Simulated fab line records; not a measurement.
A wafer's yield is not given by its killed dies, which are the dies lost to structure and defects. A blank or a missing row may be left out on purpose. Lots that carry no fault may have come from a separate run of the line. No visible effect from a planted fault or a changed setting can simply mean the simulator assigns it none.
Matching of chambers / flow sky130 / SKY_VIA3_ETCH_14 on rie_diel-02: 4 sister chambers
The step etches BARC in N2/H2, stops on SiO2, time 45.9 s, target depth 60 nm. 16 wafers are shown with their chamber, then 8 later ones without.

== EACH WAFER AND ITS CHAMBER ==
wafer=L082.1; chamber=1; oes_product_au (a.u.)=0.863; throttle_valve_pct (%)=13.217
wafer=L082.2; chamber=2; oes_product_au (a.u.)=0.853; throttle_valve_pct (%)=13.234
wafer=L082.3; chamber=0; oes_product_au (a.u.)=0.858; throttle_valve_pct (%)=13.221
wafer=L082.4; chamber=2; oes_product_au (a.u.)=0.862; throttle_valve_pct (%)=13.223
wafer=L082.5; chamber=0; oes_product_au (a.u.)=0.852; throttle_valve_pct (%)=13.224
wafer=L082.6; chamber=1; oes_product_au (a.u.)=0.857; throttle_valve_pct (%)=13.233
wafer=L083.2; chamber=0; oes_product_au (a.u.)=0.862; throttle_valve_pct (%)=13.227
wafer=L083.3; chamber=1; oes_product_au (a.u.)=0.849; throttle_valve_pct (%)=13.205
wafer=L083.4; chamber=3; oes_product_au (a.u.)=0.862; throttle_valve_pct (%)=13.237
wafer=L085.2; chamber=0; oes_product_au (a.u.)=0.860; throttle_valve_pct (%)=13.221
wafer=L085.3; chamber=1; oes_product_au (a.u.)=0.856; throttle_valve_pct (%)=13.240
wafer=L085.4; chamber=3; oes_product_au (a.u.)=0.857; throttle_valve_pct (%)=13.216
wafer=L086.2; chamber=2; oes_product_au (a.u.)=0.853; throttle_valve_pct (%)=13.217
wafer=L086.4; chamber=0; oes_product_au (a.u.)=0.856; throttle_valve_pct (%)=13.211
wafer=L086.5; chamber=1; oes_product_au (a.u.)=0.852; throttle_valve_pct (%)=13.227
wafer=L090.2; chamber=2; oes_product_au (a.u.)=0.859; throttle_valve_pct (%)=13.209

SIGNATURES (averages over the wafers above)
reading=oes_product_au; chamber 0=0.85760; chamber 1=0.85540; chamber 2=0.85675; chamber 3=0.85950; scatter within a chamber=0.00452
reading=throttle_valve_pct; chamber 0=13.22080; chamber 1=13.22440; chamber 2=13.22075; chamber 3=13.22650; scatter within a chamber=0.011
Rule: for each reading, subtract the chamber's mean from the wafer's reading, divide by that reading's scatter and square the result; add these up over the readings and take the root, which gives the wafer's distance from the chamber. The wafer belongs to the nearest chamber; if the next one is less than 2 further off, it can't be placed. The scatter is the square root of a quotient: the sum, over the shown wafers, of each reading's squared deviation from its chamber's mean, divided by wafers minus chambers.

== WAFERS WITHOUT THEIR CHAMBER ==
wafer=L090.3; oes_product_au (a.u.)=0.855; throttle_valve_pct (%)=13.223
wafer=L090.6; oes_product_au (a.u.)=0.865; throttle_valve_pct (%)=13.223
wafer=L092.3; oes_product_au (a.u.)=0.849; throttle_valve_pct (%)=13.233
wafer=L092.4; oes_product_au (a.u.)=0.851; throttle_valve_pct (%)=13.232
wafer=L092.5; oes_product_au (a.u.)=0.853; throttle_valve_pct (%)=13.205
wafer=L097.2; oes_product_au (a.u.)=0.852; throttle_valve_pct (%)=13.238
wafer=L097.4; oes_product_au (a.u.)=0.855; throttle_valve_pct (%)=13.238
wafer=L097.6; oes_product_au (a.u.)=0.856; throttle_valve_pct (%)=13.216

== THE CHAMBER EACH PASSED THROUGH ==
wafer=L090.3; from the rows above=can't be placed: 1 or 2 or 0 or 3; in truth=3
wafer=L090.6; from the rows above=can't be placed: 3 or 0 or 2 or 1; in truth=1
wafer=L092.3; from the rows above=can't be placed: 1 or 2 or 0 or 3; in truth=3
wafer=L092.4; from the rows above=can't be placed: 1 or 2 or 0 or 3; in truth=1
wafer=L092.5; from the rows above=can't be placed: 2 or 0 or 1 or 3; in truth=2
wafer=L097.2; from the rows above=can't be placed: 1 or 2 or 3 or 0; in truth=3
wafer=L097.4; from the rows above=can't be placed: 1 or 3 or 2 or 0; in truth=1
wafer=L097.6; from the rows above=can't be placed: 2 or 0 or 1 or 3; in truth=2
0 of 8 placed correctly. Unplaceable from these rows: 8, with the true chamber sitting among the candidates in 8. Wrongly placed: 0.
